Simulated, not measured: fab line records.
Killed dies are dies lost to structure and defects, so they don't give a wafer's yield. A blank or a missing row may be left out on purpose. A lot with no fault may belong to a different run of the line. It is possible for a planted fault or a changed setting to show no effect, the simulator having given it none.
The same fault as seen by 2 desks || flow gf180mcu || only its own numbers are on each desk; what lay behind them is given at the end

## THE TOOL OWNER'S DESK: pecvd-02
The tool's own readings at GF_V3_CVD_02 (deposits SiO2 from TEOS, target thk 850 nm, time 94.851 s): means of the sampled wafers that have a number, for each lot that ran on this tool. A lot is out of limits, marked OUT, if its mean lies more than 4 standard deviations from the usual mean; the brackets give that distance.
Columns: A = heater power w at GF_V3_CVD_02, usual 636 W; B = rf fwd power W at GF_V3_CVD_02, usual 596.1 W; C = susceptor temp C at GF_V3_CVD_02, usual 400.02 C
{"lot": "L575", "first seen here": "day 21 23:52", "A": 599, "B": 596.1, "C": 400.00}
{"lot": "L583", "first seen here": "day 24 20:16", "A": 543, "B": 596.9, "C": 400.06}
{"lot": "L587", "first seen here": "day 26 00:42", "A": 622, "B": 594.9, "C": 400.19}
{"lot": "L589", "first seen here": "day 26 18:46", "A": 629, "B": 594.1, "C": 400.02}
{"lot": "L590", "first seen here": "day 26 21:28", "A": 558, "B": "691.5 (+45) OUT", "C": 399.95}
{"lot": "L591", "first seen here": "day 27 08:26", "A": 554, "B": "691.6 (+45) OUT", "C": 399.77}
Finding of this desk: L590, L591 out of limits; the first was L590 at day 26 21:28, on rf fwd power W at GF_V3_CVD_02. L575, L583, L587, L589 stayed within limits.

## METROLOGY DESK
What the gauges read for every lot (on any tool): the sampled wafers with a number, averaged. A lot is out of limits, marked OUT, if its mean lies more than 4 standard deviations from the usual mean; the brackets give that distance.
Columns: A = cd nm at GF_V2_CD_MEAS_14, usual 260.4 nm; B = V3_CVD_02_THK at GF_V3_THK_MEAS_03, usual 851 nm; C = V3_OVL at GF_V3_OVL_MEAS_15, usual 1 nm
{"lot": "L575", "first seen here": "day 20 21:59", "A": 260.1, "B": 850, "C": -2}
{"lot": "L578", "first seen here": "day 22 00:14", "A": 260.2, "B": 851, "C": -1}
{"lot": "L579", "first seen here": "day 22 12:25", "A": 260.7, "B": 849, "C": 0}
{"lot": "L582", "first seen here": "day 23 07:34", "A": 260.4, "B": 851, "C": 1}
{"lot": "L583", "first seen here": "day 23 19:05", "A": 260.0, "B": 850, "C": 6}
{"lot": "L586", "first seen here": "day 24 20:55", "A": 260.7, "B": 852, "C": -5}
{"lot": "L587", "first seen here": "day 25 00:34", "A": 260.0, "B": 846, "C": 5}
{"lot": "L589", "first seen here": "day 25 18:47", "A": 260.7, "B": 835, "C": 5}
{"lot": "L590", "first seen here": "day 25 21:40", "A": 259.6, "B": "897 (+4.2) OUT", "C": 0}
{"lot": "L591", "first seen here": "day 26 08:50", "A": 260.5, "B": 887, "C": -0}
{"lot": "L597", "first seen here": "day 28 01:00", "A": 260.9, "B": 859, "C": -4}
Per this desk, out of limits: L590; the first was L590, day 26 21:31 (V3_CVD_02_THK at GF_V3_THK_MEAS_03). L575, L578, L579, L582, L583, L586, L587, L589, L591, L597 stayed within limits.

## PUT TOGETHER
An alarm could have come from the tool owner's desk at day 26 21:28, on L590, L591.
The metrology desk could have raised an alarm at day 26 21:31, on L590.
The metrology desk has L591 on record, within its limits.
Every lot named ran GF_V3_CVD_02 on pecvd-02.

## WHAT THE SIMULATOR PUT IN
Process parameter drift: pecvd-02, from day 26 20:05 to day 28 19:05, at GF_V3_CVD_02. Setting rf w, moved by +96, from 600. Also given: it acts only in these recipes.
Struck lots among those shown: L590, L591.
Hours from the fault's start to each desk's first reading out of limits: the tool owner's desk, 1; the metrology desk, 1.
